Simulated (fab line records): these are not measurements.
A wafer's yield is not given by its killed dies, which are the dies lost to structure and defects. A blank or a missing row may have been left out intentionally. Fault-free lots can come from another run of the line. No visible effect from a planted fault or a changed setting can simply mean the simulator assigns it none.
Lot-split experiment :: flow gf180mcu :: on a route of 602 steps: 5 lots, 23 wafers read

## THE SPLIT ITSELF
At GF_HV_LDD_CVD_56 (deposits Si3N4 from DCS/NH3, target thk 90 nm, time 1543 s), the setting time s was moved away from the recipe's 1543 s on 15 of the 23 wafers read, by -13.6% to +11.0%. All remaining wafers had this setting at the recipe value.

No step appears in the file between the split and the reading.

## THE READING
oes product au, in a.u., at GF_HV_LDD_ETCHBACK_58 (etches Si3N4 in CH3F/O2, stops on SiO2, time 100 s, target depth 90 nm). Fault-free wafers of this fab line usually give 0.843 a.u., standard deviation 0.0063 a.u.

wafer: L074.1
tool, chamber at the split: -, -
time s as run, s: 1428
against the recipe: -7.5%
oes product au, a.u.: 0.801
against lot-mates on the recipe: no lot-mate on the recipe

wafer: L074.3
tool, chamber at the split: -, -
time s as run, s: 1428
against the recipe: -7.5%
oes product au, a.u.: 0.809
against lot-mates on the recipe: no lot-mate on the recipe

wafer: L074.4
tool, chamber at the split: -, -
time s as run, s: 1428
against the recipe: -7.5%
oes product au, a.u.: 0.802
against lot-mates on the recipe: no lot-mate on the recipe

wafer: L074.5
tool, chamber at the split: -, -
time s as run, s: 1428
against the recipe: -7.5%
oes product au, a.u.: 0.804
against lot-mates on the recipe: no lot-mate on the recipe

wafer: L074.6
tool, chamber at the split: -, -
time s as run, s: 1428
against the recipe: -7.5%
oes product au, a.u.: 0.801
against lot-mates on the recipe: no lot-mate on the recipe

wafer: L076.1
tool, chamber at the split: -, -
time s as run, s: 1333
against the recipe: -13.6%
oes product au, a.u.: 0.781
against lot-mates on the recipe: no lot-mate on the recipe

wafer: L076.2
tool, chamber at the split: -, -
time s as run, s: 1333
against the recipe: -13.6%
oes product au, a.u.: 0.784
against lot-mates on the recipe: no lot-mate on the recipe

wafer: L076.4
tool, chamber at the split: -, -
time s as run, s: 1333
against the recipe: -13.6%
oes product au, a.u.: 0.783
against lot-mates on the recipe: no lot-mate on the recipe

wafer: L076.5
tool, chamber at the split: -, -
time s as run, s: 1333
against the recipe: -13.6%
oes product au, a.u.: 0.792
against lot-mates on the recipe: no lot-mate on the recipe

wafer: L076.6
tool, chamber at the split: -, -
time s as run, s: 1333
against the recipe: -13.6%
oes product au, a.u.: 0.781
against lot-mates on the recipe: no lot-mate on the recipe

wafer: L077.1
tool, chamber at the split: -, -
time s as run, s: 1712
against the recipe: +11.0%
oes product au, a.u.: 0.892
against lot-mates on the recipe: no lot-mate on the recipe

wafer: L077.2
tool, chamber at the split: -, -
time s as run, s: 1712
against the recipe: +11.0%
oes product au, a.u.: 0.900
against lot-mates on the recipe: no lot-mate on the recipe

wafer: L077.3
tool, chamber at the split: -, -
time s as run, s: 1712
against the recipe: +11.0%
oes product au, a.u.: 0.892
against lot-mates on the recipe: no lot-mate on the recipe

wafer: L077.4
tool, chamber at the split: -, -
time s as run, s: 1712
against the recipe: +11.0%
oes product au, a.u.: 0.891
against lot-mates on the recipe: no lot-mate on the recipe

wafer: L077.5
tool, chamber at the split: -, -
time s as run, s: 1712
against the recipe: +11.0%
oes product au, a.u.: 0.894
against lot-mates on the recipe: no lot-mate on the recipe

wafer: L079.1
tool, chamber at the split: lpcvd-02, 1
time s as run, s: 1543
against the recipe: recipe
oes product au, a.u.: 0.846
against lot-mates on the recipe: -

wafer: L079.2
tool, chamber at the split: lpcvd-02, 1
time s as run, s: 1543
against the recipe: recipe
oes product au, a.u.: 0.838
against lot-mates on the recipe: -

wafer: L079.5
tool, chamber at the split: lpcvd-02, 1
time s as run, s: 1543
against the recipe: recipe
oes product au, a.u.: 0.836
against lot-mates on the recipe: -

wafer: L082.1
tool, chamber at the split: -, -
time s as run, s: 1543
against the recipe: recipe
oes product au, a.u.: 0.847
against lot-mates on the recipe: -

wafer: L082.2
tool, chamber at the split: -, -
time s as run, s: 1543
against the recipe: recipe
oes product au, a.u.: 0.854
against lot-mates on the recipe: -

wafer: L082.4
tool, chamber at the split: -, -
time s as run, s: 1543
against the recipe: recipe
oes product au, a.u.: 0.838
against lot-mates on the recipe: -

wafer: L082.5
tool, chamber at the split: -, -
time s as run, s: 1543
against the recipe: recipe
oes product au, a.u.: 0.850
against lot-mates on the recipe: -

wafer: L082.6
tool, chamber at the split: -, -
time s as run, s: 1543
against the recipe: recipe
oes product au, a.u.: 0.843
against lot-mates on the recipe: -

FIT RESULTS
A straight line over all 23 wafers: oes product au changes by +0.00458 a.u. for each +1% of time s; r = +0.99; the points scatter about the line by 0.0057 a.u.
Too few moved wafers have a lot-mate on the recipe to fit a line with each lot's own level taken away.

## FILE'S OWN FIT
oes product au changes by +0.00459 a.u. for each +1% of time s, r = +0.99.
